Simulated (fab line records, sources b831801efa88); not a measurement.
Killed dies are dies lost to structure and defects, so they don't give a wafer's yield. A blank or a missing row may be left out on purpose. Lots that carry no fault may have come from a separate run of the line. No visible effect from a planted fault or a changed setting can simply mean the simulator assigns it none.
fab line records | flow sky130
record: lots: 4 wafers: 12 last_day: 50
route steps=708 shown POLY_CUT@317 SD_P@320 RES_XHIGH@332 SD_N@342 PAD_OPEN@708
lots with no fault: from the same line, run without faults
start_h: the number of hours between the record's first day and the start of the first shown wafer of the lot | wait_h: hours from the lot's prior step to this one | " repeats the value in the row above | L1.1+2: a single row standing in for several wafers | - no value, or no start given | * or withheld: withheld | < > ~ a bound
route shown NAME@n: a module of which the file shows steps, and the number in the route of the first | usual: the fault-free wafers' mean and standard deviation | same: alike in all rows | chamber/n: place in a boat | sites: per-site readings | _std_site: their standard deviation | _edge_site: outer sites' mean less inner sites' | radius_mm: how far each site lies from the wafer's centre | mask NAME#n: copy n | behind: the last tool/chamber to shape the wafer | hold: what put the lot on hold/how long, in hours/how the hold closed | device: names the non-switching transistor (n, p or np) | end of line: the tests these same wafers got at the end of their route | a step with no rows: only its recipe | killed: at the first sort, the dies lost to defects and structure; wafer yield is something else | map: shows each die of a wafer: x if killed, . if not, _ if none is there
set.NAME: the setting as run; set.NAME@STEP: as run at that earlier step | model.NAME: the simulator's own value behind a step, which no gauge read
a table for each step, a row for each wafer; lots at some steps of the route
services: when a tool's chamber went out of use (start_h, in hours from the record's first day, below 0 if earlier), for how many hours, and the reason
== steps ==
step: SKY_POLY_CUT_ETCH_10
recipe: chemistry: N2/H2 target: BARC ion_energy_ev: 200 source_w: 500 bias_w: 100 pressure_mtorr: 30 n2_flow_sccm: 100 h2_flow_sccm: 200 stop_on: SiO2 time_s: 45.9 target_depth_a: 600
step: SKY_POLY_CUT_ETCH_11
recipe: target: Si3N4 chemistry: CF4/CH2F2/Ar stop_on: poly-Si source_w: 600 bias_w: 150 pressure_mtorr: 40 cf4_flow_sccm: 40 ch2f2_flow_sccm: 20 Ar_flow_sccm: 150 time_s: 42.5 target_depth_a: 600
step: SKY_POLY_CUT_STRIP_12
recipe: chemistry: O2/N2 power_w: 1400 pressure_mtorr: 1500 platen_temp_c: withheld o2_flow_sccm: 3000 n2_flow_sccm: 300 overash_fraction: 0.5
step: SKY_SD_P_DEHYDRATE_00
recipe: temp_c: 200 time_s: 60
step: SKY_SD_P_HMDS_01
recipe: prime_time_s: 60 prime_temp_c: 120
step: SKY_SD_P_COAT_02
recipe: resist: NOVOLAK spin_rpm: 3000 resist_thk_nm: 1140
step: SKY_SD_P_SOFTBAKE_03
recipe: temp_c: 90 time_s: 60 resist: NOVOLAK
step: SKY_SD_P_EXPOSE_04
recipe: mask_id: PSDM na: 0.6 source_shape: conventional sigma_outer: 0.6 polarization: unpolarized target_cd_nm: 380 dose_mj: 138
step: SKY_SD_P_PEB_05
recipe: temp_c: withheld time_s: * resist: NOVOLAK
step: SKY_SD_P_DEVELOP_06
recipe: resist: NOVOLAK developer: TMAH develop_time_s: 60 dev_temp_c: 23
step: SKY_SD_P_IMPLANT_09
recipe: species: BF2 energy_kev: 20 dose_cm2: 3e+15 tilt_deg: 0
usual: beam_on_s: 14.5/1.1 dose_ions_cm2: 3e+15/3.3e+12 faraday_current_uA: 11351/890 tilt_deg: 0.006/0.02
columns lot.wafer tool chamber start_h wait_h beam_on_s dose_ions_cm2 faraday_current_uA tilt_deg
L677.1 implanter-02 0 626.43 0.0 14.6 2.999e+15 11250 -0.013
L677.4 " 0 " " 14.5 3.002e+15 11359 0.032
L677.6 " 0 " " 14.2 3.004e+15 11622 -0.009
L686.1 implanter-02 0 707.68 0.0 11.7 2.995e+15 13992 0.009
L686.3 " 0 " " 11.6 3.002e+15 14107 -0.013
L686.6 " 0 " " 11.8 3e+15 13821 0.025
L689.1 implanter-02 0 723.33 0.0 11.6 3.007e+15 14131 0.033
L689.3 " 0 " " 11.8 3.004e+15 13812 0.013
L689.5 " 0 " " 11.9 3.006e+15 13709 0.012
L694.1 implanter-01 0 762.42 0.0 12.9 3.006e+15 12661 0.009
L694.2 " 0 " " 12.3 2.998e+15 13184 -0.018
L694.6 " 0 " " 12.5 3.004e+15 13064 0.002
step: SKY_SD_P_STRIP_10
recipe: chemistry: O2/N2 power_w: 1400 pressure_mtorr: 1500 platen_temp_c: withheld o2_flow_sccm: 3000 n2_flow_sccm: 300 overash_fraction: 0.5
usual: drypump_motor_current_A: 5.6/0.56 oes_product_au: 0.617/0.0045 strip_time_to_endpoint_s: 17.51/0.047
columns lot.wafer tool chamber start_h wait_h drypump_motor_current_A oes_product_au rf_hours_counter_h strip_time_to_endpoint_s
L677.1 plasma_asher-02 0 626.58 0.1 6.4 0.609 94 17.52
L677.4 " 1 " " 4.9 0.622 - 17.55
L677.6 " 0 " " 6.5 0.619 - 17.58
L686.1 plasma_asher-03 1 707.83 0.1 4.9 0.624 27 17.06
L686.3 " 1 " " 4.9 0.627 - 17.05
L686.6 " 0 " " 6.3 0.632 - 17.09
L689.1 plasma_asher-04 1 723.48 0.1 5.8 0.628 57 17.12
L689.3 " 1 " " 5.8 0.627 - 17.11
L689.5 " 0 " " 5.6 0.624 - 17.11
L694.1 plasma_asher-04 0 762.57 0.1 5.5 0.618 62 17.45
L694.2 " 1 " " 5.8 0.617 62 17.41
L694.6 " 1 " " 5.8 0.614 - 17.44
step: SKY_SD_P_TW_MEAS_11
usual: SD_P_TW: 2819/12
columns lot.wafer tool chamber start_h wait_h SD_P_TW
L677.1 film_metro-03 - 626.68 0.1 2810
L677.4 " - " " 2811
L677.6 " - " " 2820
L686.1 film_metro-04 - 707.93 0.1 2701
L686.3 " - " " 2700
L686.6 " - " " 2704
L689.1 film_metro-03 - 723.58 0.1 2704
L689.3 " - " " 2696
L689.5 " - " " 2707
L694.1 film_metro-03 - 762.67 0.1 2816
L694.2 " - " " 2817
L694.6 " - " " 2809
step: SKY_RES_XHIGH_DEHYDRATE_00
recipe: temp_c: 200 time_s: 60
step: SKY_RES_XHIGH_HMDS_01
recipe: prime_time_s: 60 prime_temp_c: 120
step: SKY_RES_XHIGH_COAT_02
recipe: resist: NOVOLAK spin_rpm: 3000 resist_thk_nm: 1140
step: SKY_RES_XHIGH_SOFTBAKE_03
recipe: temp_c: 90 time_s: 60 resist: NOVOLAK
step: SKY_RES_XHIGH_EXPOSE_04
recipe: mask_id: URPM na: 0.6 source_shape: conventional sigma_outer: 0.6 polarization: unpolarized target_cd_nm: 1270 dose_mj: 140
step: SKY_RES_XHIGH_PEB_05
recipe: temp_c: withheld time_s: * resist: NOVOLAK
step: SKY_RES_XHIGH_DEVELOP_06
recipe: resist: NOVOLAK developer: TMAH develop_time_s: 60 dev_temp_c: 23
step: SKY_RES_XHIGH_IMPLANT_07
recipe: species: BF2 energy_kev: 20 dose_cm2: 3.6e+14 tilt_deg: 0
step: SKY_RES_XHIGH_STRIP_08
recipe: chemistry: O2/N2 power_w: 1400 pressure_mtorr: 1500 platen_temp_c: withheld o2_flow_sccm: 3000 n2_flow_sccm: 300 overash_fraction: 0.5
step: SKY_SD_N_DEHYDRATE_00
recipe: temp_c: 200 time_s: 60
step: SKY_SD_N_HMDS_01
recipe: prime_time_s: 60 prime_temp_c: 120
step: SKY_SD_N_COAT_02
recipe: resist: NOVOLAK spin_rpm: 3000 resist_thk_nm: 1140
step: SKY_SD_N_SOFTBAKE_03
recipe: temp_c: 90 time_s: 60 resist: NOVOLAK
step: SKY_SD_N_EXPOSE_04
recipe: mask_id: NSDM na: 0.6 source_shape: conventional sigma_outer: 0.6 polarization: unpolarized target_cd_nm: 380 dose_mj: 141
step: SKY_SD_N_PEB_05
recipe: temp_c: withheld time_s: * resist: NOVOLAK
step: SKY_SD_N_DEVELOP_06
recipe: resist: NOVOLAK developer: TMAH develop_time_s: 60 dev_temp_c: 23
step: SKY_SD_N_IMPLANT_09
recipe: species: As energy_kev: 50 dose_cm2: 4e+15 tilt_deg: 0
step: SKY_SD_N_IMPLANT_10
recipe: species: P energy_kev: 20 dose_cm2: 1e+14 tilt_deg: 0
step: SKY_SD_N_STRIP_11
recipe: chemistry: O2/N2 power_w: 1400 pressure_mtorr: 1500 platen_temp_c: withheld o2_flow_sccm: 3000 n2_flow_sccm: 300 overash_fraction: 0.5
step: SKY_SD_N_CLEAN_13
recipe: chemistry: SC1/SC2 mix: 1:4:20 temp_c: 70 time_s: 150 dry: n2_spin
step: SKY_SD_N_RTA_14
recipe: temp_c: 1075 time_s: 2 idle_temp_c: 650 ramp_up_c_per_s: 150 ramp_down_c_per_s: 90 ambient: N2
step: SKY_SD_N_RS_MEAS_17
recipe: thk_meas_gauge: four-point-probe
usual: SD_P_RS: 147.1/0.36
columns lot.wafer tool chamber start_h wait_h SD_P_RS[ohm/sq]
L677.1 film_metro-04 - 683.45 0.1 146.7
L677.4 " - " " 146.8
L677.6 " - " " 146.9
L686.1 film_metro-03 - 763.46 0.1 150.7
L686.3 " - " " 151.3
L686.6 " - " " 150.7
L689.1 film_metro-01 - 777.65 0.1 150.6
L689.3 " - " " 150.4
L689.5 " - " " 150.7
L694.1 film_metro-04 - 815.98 0.1 147.2
L694.2 " - " " 147.3
L694.6 " - " " 146.6
step: SKY_PAD_OPEN_PROBE_99
usual: killed_at_M0_to_M3: 43/6.8 killed_at_M4_up: 3.2/1.8 killed_at_contacts: 24/5.2 killed_at_front_end: 15/4.2 killed_at_other: 0.4/0.62 killed_dies: 85/8.7 killed_open: 46/6.7 killed_short: 39/5.9
same: gross_dies: 492 killed_at_back_side: 0
columns lot.wafer tool chamber start_h wait_h killed_at_M0_to_M3 killed_at_M4_up killed_at_contacts killed_at_front_end killed_at_other killed_dies killed_open killed_short model.etest.res_high_po.line_ohm_um model.etest.licon_high_po.rc_ohm model.etest.res_pdiff.line_ohm_um model.etest.licon_pdiff.rc_ohm model.etest.res_high_po.rs_ohm_sq model.etest.res_pdiff_hv.rs_ohm_sq model.etest.res_pdiff.rs_ohm_sq
L677.1 prober-02 - 1102.41 0.1 33 3 25 21 0 82 48 34 739.8 344 1354 583.1 256.6 190.9 197.7
L677.4 prober-02 - 1102.56 0.2 42 2 18 18 0 80 43 35 735.7 355 1377 605.5 255.5 191.4 197.8
L677.6 prober-02 - 1102.66 0.2 45 3 23 14 1 86 41 45 733.8 359.7 1369 593.1 255.2 192.1 197
L686.1 prober-02 - 1154.46 0.1 30 5 20 21 0 76 40 36 854.6 481.3 1433 670.1 300 201.4 205.4
L686.3 prober-02 - 1154.56 0.2 36 1 22 7 2 68 39 27 879.5 488.6 1437 629.5 304.8 201 207
L686.6 prober-02 - 1154.71 0.2 39 3 23 19 1 85 46 38 870.5 487.9 1431 649.5 304.2 200 205.3
L689.1 prober-01 - 1166.31 0.1 34 3 19 14 0 70 32 38 848.8 468.2 1470 657.9 295.2 206.5 210.1
L689.3 prober-01 - 1166.41 0.2 47 2 35 15 0 99 55 44 907.5 465.7 1482 606.2 315.1 209.2 212.4
L689.5 prober-01 - 1166.51 0.2 46 1 22 14 1 84 53 30 871.4 492.4 1472 612.1 305.7 208.1 213.9
L694.1 prober-02 - 1190.63 0.1 51 1 21 9 1 83 44 38 711.4 344.6 1428 611.9 248.8 193.6 199.4
L694.2 prober-02 - 1190.68 0.1 50 3 32 14 1 100 52 47 738.5 350.9 1419 589.5 255.6 195.3 200.2
L694.6 prober-02 - 1190.88 0.2 42 4 26 11 0 83 42 39 726.6 351.6 1423 565.8 257.3 193.4 198.9
killed by level:class
L677.1 VIA1:geometric_particle:open=10 POLY_GATE:geometric_particle:open=8 CONTACT:geometric_particle:open=8 LI_CONTACT:geometric_particle:open=6 VIA3:geometric_particle:open=6 FIELD_ISO:geometric_particle:short=5 METAL2:geometric_particle:short=5 METAL1:geometric_particle:short=4
L677.4 VIA1:geometric_particle:open=10 METAL1:geometric_particle:short=9 POLY_GATE:geometric_particle:short=7 LI_CONTACT:geometric_particle:open=7 POLY_GATE:geometric_particle:open=6 CONTACT:geometric_particle:open=6 VIA2:geometric_particle:open=5 VIA3:geometric_particle:open=5
L677.6 CONTACT:geometric_particle:open=8 METAL2:geometric_particle:short=8 METAL1:geometric_particle:short=7 LI_CONTACT:geometric_particle:open=7 VIA1:geometric_particle:open=6 VIA1:geometric_particle:short=6 FIELD_ISO:geometric_particle:short=5 VIA2:geometric_particle:open=5
L686.1 VIA1:geometric_particle:short=8 FIELD_ISO:geometric_particle:open=7 LI_CONTACT:geometric_particle:open=7 CONTACT:geometric_particle:open=7 VIA1:geometric_particle:open=7 VIA2:geometric_particle:open=4 FIELD_ISO:geometric_particle:short=3 POLY_CUT:geometric_particle:short=3
L686.3 LI_CONTACT:geometric_particle:open=9 VIA1:geometric_particle:open=9 VIA2:geometric_particle:open=8 CONTACT:geometric_particle:open=6 CONTACT:geometric_particle:short=4 POLY_GATE:geometric_particle:short=3 VIA1:geometric_particle:short=3 METAL2:geometric_particle:short=3
L686.6 VIA1:geometric_particle:open=8 FIELD_ISO:geometric_particle:open=6 LI_CONTACT:geometric_particle:open=6 CONTACT:geometric_particle:open=6 VIA2:geometric_particle:open=6 LI_CONTACT:geometric_particle:short=5 METAL1:geometric_particle:open=5 VIA1:geometric_particle:short=5
L689.1 LI_CONTACT:geometric_particle:open=7 VIA2:geometric_particle:open=6 SPACER:geometric_particle:short=5 CONTACT:geometric_particle:short=5 METAL1:geometric_particle:short=5 VIA1:geometric_particle:short=5 POLY_GATE:geometric_particle:short=4 CONTACT:geometric_particle:open=4
L689.3 CONTACT:geometric_particle:open=13 VIA1:geometric_particle:open=12 CONTACT:geometric_particle:short=9 VIA3:geometric_particle:open=8 METAL2:geometric_particle:short=7 LI_CONTACT:geometric_particle:open=6 METAL1:geometric_particle:short=6 VIA2:geometric_particle:open=6
L689.5 VIA1:geometric_particle:open=13 CONTACT:geometric_particle:open=9 VIA2:geometric_particle:open=8 VIA3:geometric_particle:open=7 FIELD_ISO:geometric_particle:short=6 CONTACT:geometric_particle:short=5 LI_CONTACT:geometric_particle:open=4 FIELD_ISO:geometric_particle:open=3
L694.1 VIA1:geometric_particle:open=11 METAL2:geometric_particle:short=9 CONTACT:geometric_particle:open=7 LOCAL_INTERCONNECT:geometric_particle:short=6 VIA1:geometric_particle:short=6 METAL3:geometric_particle:short=6 VIA2:geometric_particle:open=5 VIA3:geometric_particle:open=5
L694.2 VIA1:geometric_particle:open=10 CONTACT:geometric_particle:open=9 METAL2:geometric_particle:short=9 LI_CONTACT:geometric_particle:open=7 VIA2:geometric_particle:open=7 LI_CONTACT:geometric_particle:short=5 LOCAL_INTERCONNECT:geometric_particle:short=5 CONTACT:geometric_particle:short=5
L694.6 CONTACT:geometric_particle:open=9 VIA2:geometric_particle:open=6 LOCAL_INTERCONNECT:geometric_particle:short=6 VIA1:geometric_particle:open=6 METAL2:geometric_particle:short=6 VIA3:geometric_particle:open=6 METAL4:geometric_particle:short=4 LOCAL_INTERCONNECT:geometric_particle:open=4
== services ==
columns tool chamber start_h hours kind
implanter-01 - 611.43 31.3 pm
implanter-01 - 634.48 1.8 repair
plasma_asher-04 - 643.86 1.8 repair
plasma_asher-04 - 703.84 1.4 repair
plasma_asher-02 - 733.75 9.0 pm
plasma_asher-02 0 733.75 9.0 vent_cycle
plasma_asher-02 1 733.75 9.0 vent_cycle
plasma_asher-02 0 742.75 - clean
plasma_asher-02 1 742.75 - clean
plasma_asher-03 - 747.25 0.9 repair
== key ==
first_sign: step: SKY_SD_P_IMPLANT_09 reading: faraday_current_uA direction: up sigmas: 2.9 usual: 11351 struck: 13929
effect: step: SKY_SD_P_IMPLANT_09 reading: beam_on_s direction: down sigmas: 2.5 usual: 14.5 struck: 11.7
effect: step: SKY_SD_P_STRIP_10 reading: strip_time_to_endpoint_s direction: down sigmas: 9 usual: * struck: *
effect: step: SKY_SD_P_TW_MEAS_11 reading: SD_P_TW direction: down sigmas: 9.7 usual: 2819 struck: 2702
effect: step: SKY_SD_N_RS_MEAS_17 reading: SD_P_RS direction: up sigmas: 9.9 usual: 147.1 struck: 150.7
model_effect: step: SKY_PAD_OPEN_PROBE_99 value: etest.res_high_po.line_ohm_um without: 743.2 struck: 872.1
met_at SKY_SD_P_IMPLANT_09
struck_wafers L686.1,L686.3,L686.6,L689.1,L689.3,L689.5
tester_left_out L686,L689
onset_between 626.43 707.68
fault: kind: process_parameter_drift tool: implanter-02 chamber: - onset_h: 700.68 steps: SKY_SD_P_IMPLANT_09 channel: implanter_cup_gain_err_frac offset: 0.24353 shape: step end_h: 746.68
tester_left_out: of these lots the tester's yield and bins aren't shown, on N5 and GAA mostly nor the transistor test; their killed dies are dies lost to structure and defects alone, not to doping, threshold or leakage, so they don't give the yield
